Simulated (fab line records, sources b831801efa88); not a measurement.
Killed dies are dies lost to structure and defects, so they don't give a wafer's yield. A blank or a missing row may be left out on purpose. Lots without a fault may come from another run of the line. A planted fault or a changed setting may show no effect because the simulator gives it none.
Which tool did it? | flow gf180mcu | 12 lots, 36 wafers sampled, at 1 step of a route of 602

WHAT THE GAUGES READ, wafer by wafer
GF_M5_OVL_MEAS_08.
lot  | measured     | on         | M5_OVL (nm)
L588 | day 26 05:14 | overlay-01 | 4 -6 4
L590 | day 26 17:20 | overlay-02 | -2 2 3
L591 | day 27 05:31 | overlay-02 | 4 10 9
L592 | day 27 11:54 | overlay-01 | 9 7 8
L593 | day 27 21:35 | overlay-01 | 6 4 5
L595 | day 28 15:54 | overlay-01 | -9 -3 -3
L602 | day 30 20:18 | overlay-01 | -16 -12 -14
L603 | day 31 04:04 | overlay-02 | -8 -4 -6
L606 | day 31 17:48 | overlay-02 | 2 4 -3
L607 | day 31 19:36 | overlay-02 | 5 3 9
L608 | day 32 07:00 | overlay-02 | 7 5 6
L609 | day 32 08:17 | overlay-01 | -1 2 5

WHICH TOOL RAN EACH LOT (tool, then ch and the chambers of the sampled wafers, then the start)
The record holds no process step before these readings.

WHAT THE TOOLS THEMSELVES READ (means of the sampled wafers that have a number; where no wafer has one, the mark that the record gives instead)
The record holds no such reading with a usual standard deviation.

THE ANSWER, worked out from the rows above alone
Rule: what is usual is taken from the lots themselves. Put in order of their means at a reading, lots are off if they are a third of the lots or fewer, leave a main group of 4 or more, and stand apart from it by a gap of 3 or more times the standard deviation of the main group's means; of several such gaps the widest counts. A main group whose means are all the same, to the digits that the tables above print for the reading, isn't used. A lot without any number at a reading at which 4 lots or more have one is off too. The other lots that the step has rows for count as sound. The gauges are gone through in route order, then the tools' own readings, and for those a lot's mean is taken as printed above. The first step at which some lot is off is used, and at that step the reading that is off furthest; a lot without a number counts as furthest.
No lot is off at any reading shown: from this, nothing can be told.

WHAT THE SIMULATOR HAD PUT IN
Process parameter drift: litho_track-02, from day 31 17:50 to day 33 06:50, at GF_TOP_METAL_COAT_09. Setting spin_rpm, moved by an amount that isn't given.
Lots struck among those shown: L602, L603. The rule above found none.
